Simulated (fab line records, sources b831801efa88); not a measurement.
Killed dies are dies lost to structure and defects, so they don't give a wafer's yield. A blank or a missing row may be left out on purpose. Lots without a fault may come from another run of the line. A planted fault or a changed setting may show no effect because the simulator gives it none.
A struck lot beside a sound one | flow sky130 | 15 steps out of a route of 708
Sound: wafers L287.1, L287.5, L287.6. Struck: wafers L305.3, L305.4, L305.6. The cause comes at the end.
At each step with rows: each side's tool, then ch and its chambers, then its first start. Under that, the readings that differ: sound wafers | struck wafers | difference of the means | sigmas: that difference in standard deviations of wafers without a fault.
alike: readings whose means differ by less than 2 such deviations, and words and numbers that are the same on both sides. not compared: withheld readings, readings that some wafer has no value for, bounds like >300 that may hide the same value, and numbers for which the record gives no deviation and whose values overlap.
The two part at a step that has a row with sigmas, a row that says differs or no value, or rows on one side only. Numbers that don't overlap but have no deviation are shown without sigmas and don't part them. A reading that every wafer of one side lacks parts them only if that side has two wafers or more.

first, 1 step without rows for these wafers: SKY_PASSIVATION_DEVELOP_10 (develop time 60 s).
SKY_PASSIVATION_ETCH_11: etches the open film in CF4/O2, stops on AlCu, target depth 725 nm, time 161.1 s.
  sound on rie_diel-04 ch 2,3, day 45 21:14; struck on rie_diel-02 ch 0,1,3, day 50 09:20
  reading                     | sound       | struck      | difference | sigmas
  drypump_motor_current_A (A) | 5.4 5.3 5.5 | 6.3 6.3 6.2 | +0.9       | +2
  alike: cf4_flow_sccm, oes_product_au, throttle_valve_pct
  not compared: rf_hours_counter_h
SKY_PASSIVATION_STRIP_12: strips in O2/N2.
  sound on plasma_asher-04 ch 0,1, day 45 21:21; struck on plasma_asher-04 ch 0,1, day 50 09:28
  reading                      | sound             | struck            | difference | sigmas
  strip_time_to_endpoint_s (s) | 31.89 31.79 31.86 | 31.44 31.32 31.45 | -0.44      | -3
  alike: drypump_motor_current_A, o2_flow_sccm, oes_product_au
  not compared: rf_hours_counter_h
then, 7 steps without rows for these wafers: SKY_PAD_OPEN_DEHYDRATE_00 (time 60 s); SKY_PAD_OPEN_HMDS_01 (prime time 60 s); SKY_PAD_OPEN_COAT_02 (resist thk 3000 nm); SKY_PAD_OPEN_SOFTBAKE_03; SKY_PAD_OPEN_EXPOSE_04 (exposes mask PDM, target cd 60000 nm); SKY_PAD_OPEN_PEB_05; SKY_PAD_OPEN_DEVELOP_06 (develop time 60 s).
SKY_PAD_OPEN_ETCH_07: etches the open film in CF4/O2, stops on AlCu, target depth 725 nm, time 159 s.
  sound on rie_diel-02 ch 1,2, day 46 16:46; struck on rie_diel-01 ch 1,2,3, day 51 00:56
  alike: cf4_flow_sccm, drypump_motor_current_A, oes_product_au, throttle_valve_pct
  not compared: rf_hours_counter_h
SKY_PAD_OPEN_STRIP_08: strips in O2/N2.
  sound on plasma_asher-03 ch 0,1, day 46 16:53; struck on plasma_asher-02 ch 0,1, day 51 01:05
  alike: drypump_motor_current_A, o2_flow_sccm, oes_product_au
  not compared: rf_hours_counter_h
SKY_PAD_OPEN_STRIP_09: strips in post etch residue remover, time 1200 s.
  sound on wet_bench-04 ch 2, day 46 16:59; struck on wet_bench-01 ch 3, day 51 01:11
  reading          | sound          | struck         | difference | sigmas
  run_length_s (s) | 1234 1234 1234 | 1271 1271 1271 | +37        | +10
  alike: bath_heat_duty_pct, temp_c
then, 1 step without rows for these wafers: SKY_PAD_OPEN_CLEAN_10 (cleans in IPA, time 180 s).
SKY_PAD_OPEN_PROBE_99:
  sound on prober-02, day 46 19:32; struck on prober-02, day 51 03:47
  alike: defect_limited_yield, killed_at_M0_to_M3, killed_at_M4_up, killed_at_contacts, killed_at_front_end, killed_at_other, killed_dies, killed_open, killed_short, sort_bin_3_pad_short, sort_bin_5_function, sort_bin_6_memory, sort_n_pass, sort_yield_pct

WHERE THEY PART
First at SKY_PASSIVATION_ETCH_11; last, within this record, at SKY_PAD_OPEN_STRIP_09. Later steps at which nothing parts them and some readings are alike: SKY_PAD_OPEN_PROBE_99.

WHY: what the simulator had put in
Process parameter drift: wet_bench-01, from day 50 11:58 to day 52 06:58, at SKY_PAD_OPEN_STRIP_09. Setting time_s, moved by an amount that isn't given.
